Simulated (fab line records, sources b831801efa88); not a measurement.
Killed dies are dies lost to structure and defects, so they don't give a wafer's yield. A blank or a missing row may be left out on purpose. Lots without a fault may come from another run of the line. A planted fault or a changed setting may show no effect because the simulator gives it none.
Problem report in the 8D (eight disciplines) form, filled by code | flow sky130 | the parts of the form that need people (team, actions taken, sign-off) are left out

1. THE PROBLEM
run_length_s at SKY_POLY_GATE_ETCH_16 reads a mean of 200.7 s on 6 wafers of 2 lots; wafers without a fault read 175.7 s with a standard deviation of 0.37. That is +68 standard deviations from the usual mean.
The step: etches Si3N4 in CH3F/O2, stops on poly-Si, time 147.5 s, target depth 75 nm.
First seen on wafer L800.2, day 21 02:18, on rie_diel-01. The record holds 33 wafers of 11 lots with a number at this step. Rule for "out", or "out of limits": more than 4 standard deviations from the usual mean. The other wafers with a number count as sound.

2. WHAT IT IS AND WHAT IT IS NOT
question                    | is                           | is not
which readings at this step | run_length_s, oes_product_au | ch3f_flow_sccm, chamber_pressure_mTorr, drypump_motor_current_A
which lots                  | L800, L801                   | L787, L791, L794, L804, L805, L806, L808, L809, L810
which wafers of those lots  | all that have a number       | -
read on which tools         | rie_diel-01                  | rie_diel-03, rie_diel-04
when                        | from day 21 02:18            | up to then (9 sound wafers); but 18 sound wafers of L804, L805, L806, L808, L809, L810 came after

3. SUSPECTS, AND WHAT RULES EACH OUT
Counting: a tool at a process step up to the reading stays a suspect if it ran every lot that is out and no sound lot after the first of them.
- rie_diel-01 at SKY_POLY_GATE_ETCH_15 (etches BARC in N2/H2, stops on SiO2, time 118.5 s, target depth 110 nm): kept. It ran every lot that is out, first L800 (day 21 02:13), and no sound lot after that; its last sound lot up to then is L794 (day 19 00:50).
- rie_diel-01 at SKY_POLY_GATE_ETCH_16 (etches Si3N4 in CH3F/O2, stops on poly-Si, time 147.5 s, target depth 75 nm): kept. It ran every lot that is out, first L800 (day 21 02:18), and no sound lot after that; its last sound lot up to then is L794 (day 19 00:55). Its own readings are out on those wafers: oes_product_au, run_length_s.
Left after counting: rie_diel-01 at SKY_POLY_GATE_ETCH_15, rie_diel-01 at SKY_POLY_GATE_ETCH_16.

4. THE CAUSE (what the simulator had put in)
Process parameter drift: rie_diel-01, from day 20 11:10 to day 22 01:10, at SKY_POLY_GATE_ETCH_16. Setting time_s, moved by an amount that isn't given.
Counting left 2 suspects, and this tool is among them.

5. THE CHAIN OF EFFECTS, in route order
Each row: a reading whose mean over the struck wafers that have a number lies more than 3 standard deviations from the usual. Only readings for which the record gives a usual standard deviation are gone through. hours: the time from each lot's start at the first step in this table that gives one to its start at this step, as a median over the lots. sigmas: the change in usual standard deviations.
hours | step                   | reading                  | usual      | on struck wafers | change | sigmas
0     | SKY_POLY_GATE_ETCH_16  | oes_product_au           | 0.640 a.u. | 0.601            | -0.039 | -7.7
0     | SKY_POLY_GATE_ETCH_16  | run_length_s             | 175.7 s    | 200.7            | +25.0  | +68
0     | SKY_POLY_GATE_STRIP_18 | strip_time_to_endpoint_s | 3.170 s    | 2.971            | -0.199 | -8.3
The process steps in it:
- SKY_POLY_GATE_ETCH_16: etches Si3N4 in CH3F/O2, stops on poly-Si, time 147.5 s, target depth 75 nm.
- SKY_POLY_GATE_STRIP_18: strips in O2/N2.

6. WHAT WOULD HAVE CAUGHT IT SOONER
In this record the first reading out of limits was taken at day 21 02:18, 15 hours after the fault began at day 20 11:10.
